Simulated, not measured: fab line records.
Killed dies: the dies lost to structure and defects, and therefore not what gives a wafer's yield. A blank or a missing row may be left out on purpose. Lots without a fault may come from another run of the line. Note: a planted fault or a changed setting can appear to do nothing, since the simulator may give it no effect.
Which tool is to blame? :: flow sky130 :: 24 lots with 72 wafers sampled at 5 steps, on a route of 708 steps

WHAT EACH GAUGE READ, for each wafer
SKY_SD_N_RS_MEAS_16: measures by four-point-probe. Usual: for SD_N_RS the level is 68.58 ohm/sq and the standard deviation is 0.12.
lot: L074
measured: day 28 16:31
on: film-metro-04
SD_N_RS (ohm/sq): 68.65 68.42 68.42
flag: 

lot: L075
measured: day 28 17:27
on: film-metro-02
SD_N_RS (ohm/sq): 68.58 68.59 68.60
flag: 

lot: L076
measured: day 29 18:47
on: film-metro-04
SD_N_RS (ohm/sq): 68.55 68.54 68.61
flag: 

lot: L077
measured: day 29 19:18
on: film-metro-01
SD_N_RS (ohm/sq): 68.40 68.66 68.79
flag: 

lot: L078
measured: day 30 02:41
on: film-metro-04
SD_N_RS (ohm/sq): 68.47 68.51 68.61
flag: 

lot: L079
measured: day 30 06:53
on: film-metro-04
SD_N_RS (ohm/sq): 68.53 68.40 68.51
flag: 

lot: L082
measured: day 30 17:12
on: film-metro-01
SD_N_RS (ohm/sq): 68.63 68.62 68.70
flag: 

lot: L080
measured: day 30 18:45
on: film-metro-01
SD_N_RS (ohm/sq): 68.77 68.68 68.69
flag: 

lot: L081
measured: day 30 19:23
on: film-metro-01
SD_N_RS (ohm/sq): 68.67 68.59 68.76
flag: 

lot: L083
measured: day 31 00:24
on: film-metro-02
SD_N_RS (ohm/sq): 68.47 68.58 68.63
flag: 

lot: L084
measured: day 31 11:31
on: film-metro-01
SD_N_RS (ohm/sq): 68.76 68.54 68.71
flag: 

lot: L086
measured: day 31 23:08
on: film-metro-04
SD_N_RS (ohm/sq): 68.43 68.45 68.63
flag: 

lot: L085
measured: day 32 02:49
on: film-metro-02
SD_N_RS (ohm/sq): 68.57 68.57 68.59
flag: 

lot: L087
measured: day 32 06:32
on: film-metro-04
SD_N_RS (ohm/sq): 68.67 68.62 68.63
flag: 

lot: L088
measured: day 32 17:07
on: film-metro-04
SD_N_RS (ohm/sq): 68.60 68.64 68.58
flag: 

lot: L089
measured: day 33 23:34
on: film-metro-01
SD_N_RS (ohm/sq): 68.86 68.68 68.60
flag: 

lot: L091
measured: day 33 23:37
on: film-metro-04
SD_N_RS (ohm/sq): 68.75 68.49 68.51
flag: 

lot: L090
measured: day 33 23:51
on: film-metro-02
SD_N_RS (ohm/sq): 68.74 68.77 68.53
flag: 

lot: L092
measured: day 34 01:02
on: film-metro-04
SD_N_RS (ohm/sq): 68.55 68.39 68.54
flag: 

lot: L093
measured: day 34 07:23
on: film-metro-01
SD_N_RS (ohm/sq): 68.58 68.66 68.76
flag: 

lot: L094
measured: day 34 20:05
on: film-metro-04
SD_N_RS (ohm/sq): 68.54 68.38 68.42
flag: 

lot: L095
measured: day 35 01:32
on: film-metro-04
SD_N_RS (ohm/sq): 68.46 68.46 68.51
flag: 

lot: L096
measured: day 35 07:16
on: film-metro-01
SD_N_RS (ohm/sq): 68.65 68.61 68.58
flag: 

lot: L097
measured: day 35 09:35
on: film-metro-02
SD_N_RS (ohm/sq): 68.63 68.54 68.47
flag: 

SKY_METAL1_RS_MEAS_05: measures by four-point-probe. Usual: for METAL1_ALCU_RS the level is 0.1269 ohm/sq and the standard deviation is 0.0012.
lot: L074
measured: day 32 09:32
on: film-metro-01
METAL1_ALCU_RS (ohm/sq): 0.1277 0.1270 0.1276
flag: 

lot: L075
measured: day 32 10:28
on: film-metro-03
METAL1_ALCU_RS (ohm/sq): 0.1285 0.1276 0.1281
flag: 

lot: L076
measured: day 33 11:41
on: film-metro-01
METAL1_ALCU_RS (ohm/sq): 0.1267 0.1262 0.1263
flag: 

lot: L077
measured: day 33 11:59
on: film-metro-02
METAL1_ALCU_RS (ohm/sq): 0.1268 0.1278 0.1279
flag: 

lot: L078
measured: day 33 18:17
on: film-metro-01
METAL1_ALCU_RS (ohm/sq): 0.1262 0.1269 0.1266
flag: 

lot: L079
measured: day 33 22:24
on: film-metro-03
METAL1_ALCU_RS (ohm/sq): 0.1275 0.1286 0.1278
flag: 

lot: L082
measured: day 34 06:48
on: film-metro-02
METAL1_ALCU_RS (ohm/sq): 0.1246 0.1258 0.1259
flag: 

lot: L080
measured: day 34 09:03
on: film-metro-01
METAL1_ALCU_RS (ohm/sq): 0.1274 0.1263 0.1274
flag: 

lot: L081
measured: day 34 10:05
on: film-metro-01
METAL1_ALCU_RS (ohm/sq): 0.1266 0.1275 0.1254
flag: 

lot: L083
measured: day 34 14:23
on: film-metro-01
METAL1_ALCU_RS (ohm/sq): 0.1268 0.1275 0.1273
flag: 

lot: L084
measured: day 35 01:49
on: film-metro-03
METAL1_ALCU_RS (ohm/sq): 0.1277 0.1287 0.1288
flag: 

lot: L086
measured: day 35 12:51
on: film-metro-03
METAL1_ALCU_RS (ohm/sq): 0.1250 0.1261 0.1253
flag: 

lot: L085
measured: day 35 15:26
on: film-metro-01
METAL1_ALCU_RS (ohm/sq): 0.1279 0.1278 0.1285
flag: 

lot: L087
measured: day 35 18:43
on: film-metro-03
METAL1_ALCU_RS (ohm/sq): 0.1248 0.1248 0.1245
flag: 

lot: L088
measured: day 36 06:27
on: film-metro-02
METAL1_ALCU_RS (ohm/sq): 0.1265 0.1263 0.1265
flag: 

lot: L089
measured: day 37 10:43
on: film-metro-03
METAL1_ALCU_RS (ohm/sq): 0.1264 0.1262 0.1262
flag: 

lot: L091
measured: day 37 11:27
on: film-metro-01
METAL1_ALCU_RS (ohm/sq): 0.1292 0.1287 0.1280
flag: 

lot: L090
measured: day 37 12:06
on: film-metro-01
METAL1_ALCU_RS (ohm/sq): 0.1280 0.1269 0.1271
flag: 

lot: L092
measured: day 37 13:04
on: film-metro-01
METAL1_ALCU_RS (ohm/sq): 0.1279 0.1281 0.1274
flag: 

lot: L093
measured: day 37 18:32
on: film-metro-01
METAL1_ALCU_RS (ohm/sq): 0.1280 0.1289 0.1274
flag: 

lot: L094
measured: day 38 06:43
on: film-metro-03
METAL1_ALCU_RS (ohm/sq): 0.1281 0.1272 0.1284
flag: 

lot: L095
measured: day 38 12:40
on: film-metro-02
METAL1_ALCU_RS (ohm/sq): 0.1257 0.1246 0.1254
flag: 

lot: L096
measured: day 38 18:01
on: film-metro-02
METAL1_ALCU_RS (ohm/sq): 0.1255 0.1247 0.1246
flag: 

lot: L097
measured: day 38 19:56
on: film-metro-01
METAL1_ALCU_RS (ohm/sq): 0.1269 0.1261 0.1265
flag: 

SKY_CAPM_RS_MEAS_03: measures by four-point-probe. Usual: for CAPM_TIN_RS the level is 6.95 ohm/sq and the standard deviation is 0.059.
lot: L074
measured: day 37 02:14
on: film-metro-03
CAPM_TIN_RS (ohm/sq): 7.03 6.96 6.99
flag: 

lot: L075
measured: day 37 02:34
on: film-metro-02
CAPM_TIN_RS (ohm/sq): 6.97 6.98 6.98
flag: 

lot: L076
measured: day 38 03:10
on: film-metro-01
CAPM_TIN_RS (ohm/sq): 7.03 6.99 7.03
flag: 

lot: L077
measured: day 38 03:51
on: film-metro-02
CAPM_TIN_RS (ohm/sq): 7.00 7.09 7.10
flag: 

lot: L078
measured: day 38 08:59
on: film-metro-01
CAPM_TIN_RS (ohm/sq): 6.98 6.90 6.95
flag: 

lot: L079
measured: day 38 13:08
on: film-metro-03
CAPM_TIN_RS (ohm/sq): 6.90 7.00 6.96
flag: 

lot: L082
measured: day 38 21:22
on: film-metro-03
CAPM_TIN_RS (ohm/sq): 6.83 6.90 6.89
flag: 

lot: L080
measured: day 38 22:31
on: film-metro-03
CAPM_TIN_RS (ohm/sq): 6.94 6.90 7.04
flag: 

lot: L081
measured: day 39 02:20
on: film-metro-02
CAPM_TIN_RS (ohm/sq): 6.93 6.98 6.90
flag: 

lot: L083
measured: day 39 03:34
on: film-metro-01
CAPM_TIN_RS (ohm/sq): 6.95 7.02 7.05
flag: 

lot: L084
measured: day 39 14:35
on: film-metro-01
CAPM_TIN_RS (ohm/sq): 6.86 6.92 6.92
flag: 

lot: L086
measured: day 39 23:55
on: film-metro-03
CAPM_TIN_RS (ohm/sq): 6.95 6.85 6.95
flag: 

lot: L085
measured: day 40 03:11
on: film-metro-01
CAPM_TIN_RS (ohm/sq): 6.88 6.84 6.96
flag: 

lot: L087
measured: day 40 06:04
on: film-metro-01
CAPM_TIN_RS (ohm/sq): 7.03 6.97 6.96
flag: 

lot: L088
measured: day 40 15:48
on: film-metro-03
CAPM_TIN_RS (ohm/sq): 6.92 6.86 6.88
flag: 

lot: L089
measured: day 41 17:56
on: film-metro-03
CAPM_TIN_RS (ohm/sq): 6.96 6.98 7.03
flag: 

lot: L091
measured: day 41 18:35
on: film-metro-01
CAPM_TIN_RS (ohm/sq): 7.06 7.07 6.95
flag: 

lot: L090
measured: day 41 18:59
on: film-metro-01
CAPM_TIN_RS (ohm/sq): 6.90 6.96 6.99
flag: 

lot: L092
measured: day 41 19:37
on: film-metro-01
CAPM_TIN_RS (ohm/sq): 7.05 7.04 7.07
flag: 

lot: L093
measured: day 42 03:46
on: film-metro-03
CAPM_TIN_RS (ohm/sq): 6.96 6.98 6.95
flag: 

lot: L094
measured: day 42 14:03
on: film-metro-02
CAPM_TIN_RS (ohm/sq): 6.89 6.88 6.88
flag: 

lot: L095
measured: day 42 22:38
on: film-metro-01
CAPM_TIN_RS (ohm/sq): 6.86 6.94 6.88
flag: 

lot: L096
measured: day 43 00:35
on: film-metro-02
CAPM_TIN_RS (ohm/sq): 6.91 6.91 6.97
flag: 

lot: L097
measured: day 43 02:28
on: film-metro-02
CAPM_TIN_RS (ohm/sq): 6.93 6.93 6.96
flag: 

SKY_METAL5_THK_MEAS_06: measures by xrf. Usual: for METAL5_ALCU_THK the level is 1157 nm and the standard deviation is 14.
lot: L074
measured: day 43 11:49
on: film-metro-03
METAL5_ALCU_THK (nm): 1144 1154 1139
flag: 

lot: L075
measured: day 43 12:43
on: film-metro-03
METAL5_ALCU_THK (nm): 1157 1172 1171
flag: 

lot: L076
measured: day 44 06:31
on: film-metro-02
METAL5_ALCU_THK (nm): 1144 1147 1145
flag: 

lot: L077
measured: day 44 08:31
on: film-metro-03
METAL5_ALCU_THK (nm): 1195 1193 1192
flag: 

lot: L078
measured: day 44 14:22
on: film-metro-03
METAL5_ALCU_THK (nm): 1160 1155 1158
flag: 

lot: L079
measured: day 44 17:04
on: film-metro-03
METAL5_ALCU_THK (nm): 1145 1136 1149
flag: 

lot: L082
measured: day 45 00:49
on: film-metro-01
METAL5_ALCU_THK (nm): 1140 1132 1145
flag: 

lot: L080
measured: day 45 02:23
on: film-metro-03
METAL5_ALCU_THK (nm): 1172 1172 1168
flag: 

lot: L081
measured: day 45 03:28
on: film-metro-03
METAL5_ALCU_THK (nm): 1153 1162 1150
flag: 

lot: L083
measured: day 45 04:19
on: film-metro-01
METAL5_ALCU_THK (nm): 1151 1167 1153
flag: 

lot: L084
measured: day 45 13:16
on: film-metro-03
METAL5_ALCU_THK (nm): 1148 1153 1151
flag: 

lot: L086
measured: day 45 23:23
on: film-metro-03
METAL5_ALCU_THK (nm): 1156 1154 1147
flag: 

lot: L085
measured: day 46 01:58
on: film-metro-01
METAL5_ALCU_THK (nm): 1172 1169 1175
flag: 

lot: L087
measured: day 46 05:00
on: film-metro-03
METAL5_ALCU_THK (nm): 1164 1160 1140
flag: 

lot: L088
measured: day 46 14:05
on: film-metro-02
METAL5_ALCU_THK (nm): 1165 1161 1167
flag: 

lot: L089
measured: day 47 13:26
on: film-metro-01
METAL5_ALCU_THK (nm): 1141 1129 1119
flag: 

lot: L091
measured: day 47 14:22
on: film-metro-03
METAL5_ALCU_THK (nm): 1165 1161 1158
flag: 

lot: L090
measured: day 47 14:35
on: film-metro-03
METAL5_ALCU_THK (nm): 1132 1146 1142
flag: 

lot: L092
measured: day 47 14:38
on: film-metro-02
METAL5_ALCU_THK (nm): 1155 1152 1153
flag: 

lot: L093
measured: day 47 22:40
on: film-metro-03
METAL5_ALCU_THK (nm): 1157 1145 1157
flag: 

lot: L094
measured: day 48 06:31
on: film-metro-01
METAL5_ALCU_THK (nm): 1179 1169 1166
flag: 

lot: L095
measured: day 48 11:52
on: film-metro-01
METAL5_ALCU_THK (nm): 1164 1181 1163
flag: 

lot: L096
measured: day 48 15:16
on: film-metro-02
METAL5_ALCU_THK (nm): 1169 1161 1155
flag: 

lot: L097
measured: day 48 17:10
on: film-metro-03
METAL5_ALCU_THK (nm): 1168 1156 1162
flag: 

EACH LOT AND THE TOOL THAT RAN IT (in order: tool; ch and the chambers of the sampled wafers; start)
lot: L074
SKY_METAL3_SPUTTER_00: pvd-sputter-03, day 37 01:53

lot: L075
SKY_METAL3_SPUTTER_00: pvd-sputter-02, day 37 02:11

lot: L076
SKY_METAL3_SPUTTER_00: pvd-sputter-02, day 38 02:49

lot: L077
SKY_METAL3_SPUTTER_00: pvd-sputter-03, day 38 03:31

lot: L078
SKY_METAL3_SPUTTER_00: pvd-sputter-02, day 38 08:37

lot: L079
SKY_METAL3_SPUTTER_00: pvd-sputter-02, day 38 12:47

lot: L082
SKY_METAL3_SPUTTER_00: pvd-sputter-01, day 38 21:00

lot: L080
SKY_METAL3_SPUTTER_00: pvd-sputter-01, day 38 22:08

lot: L081
SKY_METAL3_SPUTTER_00: pvd-sputter-01, day 39 01:59

lot: L083
SKY_METAL3_SPUTTER_00: pvd-sputter-03, day 39 03:11

lot: L084
SKY_METAL3_SPUTTER_00: pvd-sputter-03, day 39 14:14

lot: L086
SKY_METAL3_SPUTTER_00: pvd-sputter-01, day 39 23:34

lot: L085
SKY_METAL3_SPUTTER_00: pvd-sputter-01, day 40 02:50

lot: L087
SKY_METAL3_SPUTTER_00: pvd-sputter-02, day 40 05:43

lot: L088
SKY_METAL3_SPUTTER_00: pvd-sputter-03, day 40 15:25

lot: L089
SKY_METAL3_SPUTTER_00: pvd-sputter-01, day 41 17:35

lot: L091
SKY_METAL3_SPUTTER_00: pvd-sputter-01, day 41 18:11

lot: L090
SKY_METAL3_SPUTTER_00: pvd-sputter-02, day 41 18:38

lot: L092
SKY_METAL3_SPUTTER_00: pvd-sputter-02, day 41 19:14

lot: L093
SKY_METAL3_SPUTTER_00: pvd-sputter-03, day 42 03:25

lot: L094
SKY_METAL3_SPUTTER_00: pvd-sputter-02, day 42 13:41

lot: L095
SKY_METAL3_SPUTTER_00: pvd-sputter-01, day 42 22:16

lot: L096
SKY_METAL3_SPUTTER_00: pvd-sputter-02, day 43 00:14

lot: L097
SKY_METAL3_SPUTTER_00: pvd-sputter-02, day 43 02:06
- SKY_METAL3_SPUTTER_00: material Ti, target thk 15 nm, time 10 s.

WHAT THE TOOLS THEMSELVES READ (means of the sampled wafers that have a number; where no wafer has one, the mark that the record gives instead)
SKY_METAL3_SPUTTER_00. Usual: 30.0 % for throttle-valve-pct, sd 1.2.
lot: L074
tool: pvd-sputter-03
throttle-valve-pct (%): 31.1
flag: 

lot: L075
tool: pvd-sputter-02
throttle-valve-pct (%): 30.2
flag: 

lot: L076
tool: pvd-sputter-02
throttle-valve-pct (%): 30.4
flag: 

lot: L077
tool: pvd-sputter-03
throttle-valve-pct (%): 30.8
flag: 

lot: L078
tool: pvd-sputter-02
throttle-valve-pct (%): 29.0
flag: 

lot: L079
tool: pvd-sputter-02
throttle-valve-pct (%): 28.6
flag: 

lot: L082
tool: pvd-sputter-01
throttle-valve-pct (%): 29.4
flag: 

lot: L080
tool: pvd-sputter-01
throttle-valve-pct (%): 28.8
flag: 

lot: L081
tool: pvd-sputter-01
throttle-valve-pct (%): 29.6
flag: 

lot: L083
tool: pvd-sputter-03
throttle-valve-pct (%): 31.1
flag: 

lot: L084
tool: pvd-sputter-03
throttle-valve-pct (%): 30.7
flag: 

lot: L086
tool: pvd-sputter-01
throttle-valve-pct (%): 29.5
flag: 

lot: L085
tool: pvd-sputter-01
throttle-valve-pct (%): 28.7
flag: 

lot: L087
tool: pvd-sputter-02
throttle-valve-pct (%): 29.9
flag: 

lot: L088
tool: pvd-sputter-03
throttle-valve-pct (%): 30.6
flag: 

lot: L089
tool: pvd-sputter-01
throttle-valve-pct (%): 30.3
flag: 

lot: L091
tool: pvd-sputter-01
throttle-valve-pct (%): 30.3
flag: 

lot: L090
tool: pvd-sputter-02
throttle-valve-pct (%): 29.3
flag: 

lot: L092
tool: pvd-sputter-02
throttle-valve-pct (%): 29.0
flag: 

lot: L093
tool: pvd-sputter-03
throttle-valve-pct (%): 30.9
flag: 

lot: L094
tool: pvd-sputter-02
throttle-valve-pct (%): 29.5
flag: 

lot: L095
tool: pvd-sputter-01
throttle-valve-pct (%): 29.7
flag: 

lot: L096
tool: pvd-sputter-02
throttle-valve-pct (%): 31.0
flag: 

lot: L097
tool: pvd-sputter-02
throttle-valve-pct (%): 30.1
flag: 

THE ANSWER, worked out from the rows above alone
Rule: lot off if the mean of its wafers having a number is beyond 3 standard deviations from the usual mean. Also off: a lot with no number at a reading for which 4 or more lots have one. The other lots that the step has rows for count as sound. After the gauges, taken in route order, come the tools' own readings; for these a lot's mean is taken, as printed above. At the first step where some lot is off, the reading lying furthest off is the one used; lots without a number count as furthest.
No lot is off at any reading shown: from this, nothing can be told.

WHAT WAS PUT IN BY THE SIMULATOR
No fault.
